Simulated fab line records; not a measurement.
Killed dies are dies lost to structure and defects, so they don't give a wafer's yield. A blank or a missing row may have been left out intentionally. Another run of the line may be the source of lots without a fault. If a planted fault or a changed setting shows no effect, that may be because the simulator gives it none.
Matching of chambers || flow gf180mcu || GF_PASSIVATION_CVD_02 on pecvd-02: 3 sister chambers
The step deposits Si3N4, target thk 700 nm, time 486.18 s. 3 wafers are shown with their chamber, then 7 later ones without.

== WAFERS PAIRED WITH THEIR CHAMBERS ==
{"wafer": "L935.3", "chamber": 1, "heaterPowerW (W)": 625}
{"wafer": "L936.3", "chamber": 2, "heaterPowerW (W)": 869}
{"wafer": "L936.5", "chamber": 0, "heaterPowerW (W)": 582}

== WAFERS WITHOUT THEIR CHAMBER ==
{"wafer": "L936.6", "heaterPowerW (W)": 883}
{"wafer": "L939.3", "heaterPowerW (W)": 645}
{"wafer": "L939.4", "heaterPowerW (W)": 680}
{"wafer": "L939.5", "heaterPowerW (W)": 675}
{"wafer": "L940.1", "heaterPowerW (W)": 642}
{"wafer": "L940.5", "heaterPowerW (W)": 723}
{"wafer": "L940.6", "heaterPowerW (W)": 678}

== EACH ONE'S CHAMBER ==
{"wafer": "L936.6", "from the rows above": 2, "in truth": 2}
{"wafer": "L939.3", "from the rows above": "can't be placed: 1 or 0", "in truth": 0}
{"wafer": "L939.4", "from the rows above": "can't be placed: 1 or 0", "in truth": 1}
{"wafer": "L939.5", "from the rows above": "can't be placed: 1 or 0", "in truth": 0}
{"wafer": "L940.1", "from the rows above": "can't be placed: 1 or 0", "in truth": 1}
{"wafer": "L940.5", "from the rows above": "can't be placed: 1 or 0 or 2", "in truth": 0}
{"wafer": "L940.6", "from the rows above": "can't be placed: 1 or 0", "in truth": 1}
Correct placement for 1 of the 7. These rows do not allow placing 6 (true chamber among the candidates in 6). Number placed wrongly: 0.
How it was worked out, from the rows above alone: a wafer's distance from a chamber is the root of the sum, over the readings, of the square of ((its reading less the chamber's mean) divided by the reading's scatter). The wafer belongs to the nearest chamber; if the next one is less than 2 further off, it can't be placed. A chamber's mean is the mean of its shown wafers. The scatter: with one shown wafer a chamber, the root of the mean of the squares of how far each hidden wafer lies from its nearest shown one.
